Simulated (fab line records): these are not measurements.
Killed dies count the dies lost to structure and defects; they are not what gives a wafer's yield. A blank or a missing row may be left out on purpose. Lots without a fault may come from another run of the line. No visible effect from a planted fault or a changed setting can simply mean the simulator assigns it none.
Comparing a struck lot with a sound one ; flow sky130 ; 16 steps out of a route of 708
Sound: wafers L608.1, L608.4, L608.6. Struck: wafer L605.1. (L605.3, L605.5 of the same lot were not struck and are left out.) The cause comes at the end.
At each step with rows: each side's tool, then ch and its chambers, then its first start. Under that, the readings that differ: sound wafers ; struck wafers ; difference of the means ; sigmas: that difference in standard deviations of wafers without a fault.
alike: words and numbers the same on both sides, and readings whose means are apart by under 2 such deviations; not compared: readings that were withheld, readings missing a value for some wafer, numbers with overlapping values and no deviation given by the record, and bounds like >300 which may hide the same value.
Wherever a step has rows on one side only, a row that says differs or no value, or a row with sigmas, the two part there. Numbers that don't overlap but have no deviation are shown without sigmas and don't part them. A reading that every wafer of one side lacks parts them only if that side has two wafers or more.

first, 2 steps without rows for these wafers: SKY_METAL4_PEB_11; SKY_METAL4_DEVELOP_12 (develop time 60 s).
SKY_METAL4_CD_MEAS_13: the cd target is 300 nm.
  sound on cd sem-01 at day 45 08:32; struck on cd sem-01 at day 44 17:16
reading;sound;struck;difference;sigmas
cd nm (nm);301.8 301.0 300.4;298.0;-3.1;-2
SKY_METAL4_OVL_MEAS_14:
  sound on overlay-01 at day 45 08:39; struck on overlay-01 at day 44 17:23
  alike: METAL4_OVL
SKY_METAL4_DESCUM_15: chemistry O2, time 8 s.
  sound on rie metal-02 ch 0,1, day 45 08:41; struck on rie metal-04 ch 0, day 44 17:26
  alike: drypump motor current A, oes product au
  not compared: rf hours counter h
SKY_METAL4_ETCH_16: etches BARC in N2/H2, stops on SiO2, time 88.2 s, target depth 60 nm.
  sound on rie metal-02 ch 0,1, day 45 08:43; struck on rie metal-04 ch 0, day 44 17:28
reading;sound;struck;difference;sigmas
throttle valve pct (%);13.199 13.203 13.215;13.185;-0.021;-3
  alike: drypump motor current A, oes product au
  not compared: rf hours counter h
then, 1 step without rows for these wafers: SKY_METAL4_ETCH_17 (etches SiO2 in C4F8/O2/Ar, stops on TiN, time 3.9 s, target depth 15 nm).
SKY_METAL4_METAL_ETCH_18: etches the open film in Cl2/BCl3, stops on SiO2, target depth 845 nm, time 183.1 s.
  sound on rie metal-04 ch 0,1, day 45 08:50; struck on rie metal-02 ch 0, day 44 17:35
  alike: drypump motor current A, oes product au, throttle valve pct
  not compared: rf hours counter h
SKY_METAL4_STRIP_19: strips in O2/N2.
  sound on plasma asher-03 ch 0,1, day 45 09:01; struck on plasma asher-03 ch 0, day 44 17:46
  alike: drypump motor current A, oes product au, strip time to endpoint s
  not compared: rf hours counter h
then, 3 steps without rows for these wafers: SKY_METAL4_STRIP_20 (strips in post etch residue remover, time 1200 s); SKY_METAL4_CLEAN_21 (cleans in IPA, time 180 s); SKY_METAL4_CLEAN_22 (cleans in O3/DIW).
SKY_VIA4_HDPCVD_00: deposits SiO2, target thk 1750 nm, time 291.7 s.
  sound on hdpcvd-02 ch 0,1,2, day 45 09:36; struck on hdpcvd-01 ch 2, day 44 18:23
reading;sound;struck;difference;sigmas
run length s (s);318.5 319.0 318.7;272.7;-46.0;-96
model.SiO2_of_VIA4_HDPCVD_00.thk nm (nm);1766 1772 1747;1453;-309;
SKY_VIA4_THK_MEAS_01:
  sound on film metro-04 at day 45 09:47; struck on film metro-01 at day 44 18:34
reading;sound;struck;difference;sigmas
VIA4_HDPCVD_THK (nm);1766 1771 1746;1453;-308;-18
SKY_VIA4_CMP_02: polishes SiO2.
  sound on cmp-02 ch 2,3, day 45 09:50; struck on cmp-01 ch 0, day 44 18:46
reading;sound;struck;difference;sigmas
motor current A (A);12.0 10.3 11.6;13.0;+1.7;+2
-- the record jumps here: 4 days lie between the struck wafers' starts before and after (it left off in module VIA4 and takes up again in module PAD_OPEN, whose first step shown is number 708 of the route) --
SKY_PAD_OPEN_PROBE_99:
  record: rows for the struck wafers here (prober-01, day 48 10:37), none for the sound ones

== WHERE THEY PART ==
Last at SKY_PAD_OPEN_PROBE_99 as far as this record goes, first at SKY_METAL4_CD_MEAS_13.

WHY: what the simulator had put in
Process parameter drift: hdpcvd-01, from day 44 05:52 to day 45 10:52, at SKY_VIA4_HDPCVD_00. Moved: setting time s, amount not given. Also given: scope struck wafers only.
